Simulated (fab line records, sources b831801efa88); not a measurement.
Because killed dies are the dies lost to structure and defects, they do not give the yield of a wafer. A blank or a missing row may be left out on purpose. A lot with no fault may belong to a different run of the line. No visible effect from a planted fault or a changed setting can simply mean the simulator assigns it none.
Chamber matching / flow sky130 / SKY_SONOS_ONO_ETCH_15 on rie_diel-03 has 4 sister chambers
The step etches the open film in CHF3/O2, target depth 19.52 nm, time 7.8 s. 18 wafers are shown with their chamber, then 9 later ones without.

== WAFERS PAIRED WITH THEIR CHAMBERS ==
wafer=L078.2; chamber=3; drypump_motor_current_A (A)=5.9; oes_product_au (a.u.)=1.002; throttle_valve_pct (%)=8.822
wafer=L078.4; chamber=2; drypump_motor_current_A (A)=5.3; oes_product_au (a.u.)=0.995; throttle_valve_pct (%)=8.830
wafer=L078.6; chamber=3; drypump_motor_current_A (A)=5.9; oes_product_au (a.u.)=1.004; throttle_valve_pct (%)=8.827
wafer=L079.2; chamber=1; drypump_motor_current_A (A)=5.6; oes_product_au (a.u.)=1.005; throttle_valve_pct (%)=8.831
wafer=L079.3; chamber=0; drypump_motor_current_A (A)=5.8; oes_product_au (a.u.)=1.006; throttle_valve_pct (%)=8.819
wafer=L079.4; chamber=2; drypump_motor_current_A (A)=5.4; oes_product_au (a.u.)=1.005; throttle_valve_pct (%)=8.825
wafer=L086.4; chamber=0; drypump_motor_current_A (A)=5.8; oes_product_au (a.u.)=1.009; throttle_valve_pct (%)=8.823
wafer=L086.5; chamber=1; drypump_motor_current_A (A)=5.6; oes_product_au (a.u.)=1.001; throttle_valve_pct (%)=8.835
wafer=L086.6; chamber=2; drypump_motor_current_A (A)=5.3; oes_product_au (a.u.)=0.992; throttle_valve_pct (%)=8.834
wafer=L087.1; chamber=0; drypump_motor_current_A (A)=5.8; oes_product_au (a.u.)=1.004; throttle_valve_pct (%)=8.811
wafer=L087.2; chamber=2; drypump_motor_current_A (A)=5.4; oes_product_au (a.u.)=1.001; throttle_valve_pct (%)=8.818
wafer=L087.3; chamber=1; drypump_motor_current_A (A)=5.6; oes_product_au (a.u.)=0.992; throttle_valve_pct (%)=8.843
wafer=L088.4; chamber=3; drypump_motor_current_A (A)=6.0; oes_product_au (a.u.)=1.004; throttle_valve_pct (%)=8.815
wafer=L088.5; chamber=2; drypump_motor_current_A (A)=5.4; oes_product_au (a.u.)=0.992; throttle_valve_pct (%)=8.816
wafer=L088.6; chamber=3; drypump_motor_current_A (A)=5.9; oes_product_au (a.u.)=1.003; throttle_valve_pct (%)=8.829
wafer=L090.1; chamber=1; drypump_motor_current_A (A)=5.6; oes_product_au (a.u.)=1.000; throttle_valve_pct (%)=8.820
wafer=L090.2; chamber=0; drypump_motor_current_A (A)=5.8; oes_product_au (a.u.)=1.012; throttle_valve_pct (%)=8.808
wafer=L090.5; chamber=2; drypump_motor_current_A (A)=5.3; oes_product_au (a.u.)=1.003; throttle_valve_pct (%)=8.818

SIGNATURES (averages over the wafers above)
reading=drypump_motor_current_A; chamber 0=5.800; chamber 1=5.600; chamber 2=5.350; chamber 3=5.925; scatter within a chamber=0.0401
reading=oes_product_au; chamber 0=1.00775; chamber 1=0.99950; chamber 2=0.99800; chamber 3=1.00325; scatter within a chamber=0.00457
reading=throttle_valve_pct; chamber 0=8.81525; chamber 1=8.83225; chamber 2=8.82350; chamber 3=8.82325; scatter within a chamber=0.0076
Rule: for a wafer and a chamber, the distance is found by dividing, reading by reading, the gap between the wafer's reading and the chamber's mean by the reading's scatter, squaring, summing and taking the root. If the next closest chamber is less than 2 further off than the closest, the wafer can't be placed; otherwise it belongs to the closest. How the scatter is found: for the shown wafers, subtract from each reading the mean of its chamber, square and add these, divide the total by (wafers less chambers), then take the root.

== WAFERS WITH NO CHAMBER GIVEN ==
wafer=L093.1; drypump_motor_current_A (A)=5.9; oes_product_au (a.u.)=1.014; throttle_valve_pct (%)=8.834
wafer=L093.2; drypump_motor_current_A (A)=5.4; oes_product_au (a.u.)=0.996; throttle_valve_pct (%)=8.829
wafer=L093.4; drypump_motor_current_A (A)=5.8; oes_product_au (a.u.)=1.009; throttle_valve_pct (%)=8.829
wafer=L095.2; drypump_motor_current_A (A)=5.6; oes_product_au (a.u.)=0.996; throttle_valve_pct (%)=8.826
wafer=L095.5; drypump_motor_current_A (A)=5.6; oes_product_au (a.u.)=0.999; throttle_valve_pct (%)=8.829
wafer=L095.6; drypump_motor_current_A (A)=5.8; oes_product_au (a.u.)=0.998; throttle_valve_pct (%)=8.817
wafer=L096.1; drypump_motor_current_A (A)=5.8; oes_product_au (a.u.)=1.010; throttle_valve_pct (%)=8.810
wafer=L096.2; drypump_motor_current_A (A)=5.6; oes_product_au (a.u.)=1.004; throttle_valve_pct (%)=8.828
wafer=L096.5; drypump_motor_current_A (A)=5.4; oes_product_au (a.u.)=0.991; throttle_valve_pct (%)=8.806

== THE CHAMBER EACH PASSED THROUGH ==
wafer=L093.1; from the rows above=can't be placed: 3 or 0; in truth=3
wafer=L093.2; from the rows above=2; in truth=2
wafer=L093.4; from the rows above=can't be placed: 0 or 3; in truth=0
wafer=L095.2; from the rows above=1; in truth=1
wafer=L095.5; from the rows above=1; in truth=1
wafer=L095.6; from the rows above=can't be placed: 0 or 3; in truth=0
wafer=L096.1; from the rows above=0; in truth=0
wafer=L096.2; from the rows above=1; in truth=1
wafer=L096.5; from the rows above=2; in truth=2
Correctly placed: 6 of 9. Can't be placed from these rows: 3 (the true chamber is among the candidates in 3). Wrongly placed: 0.
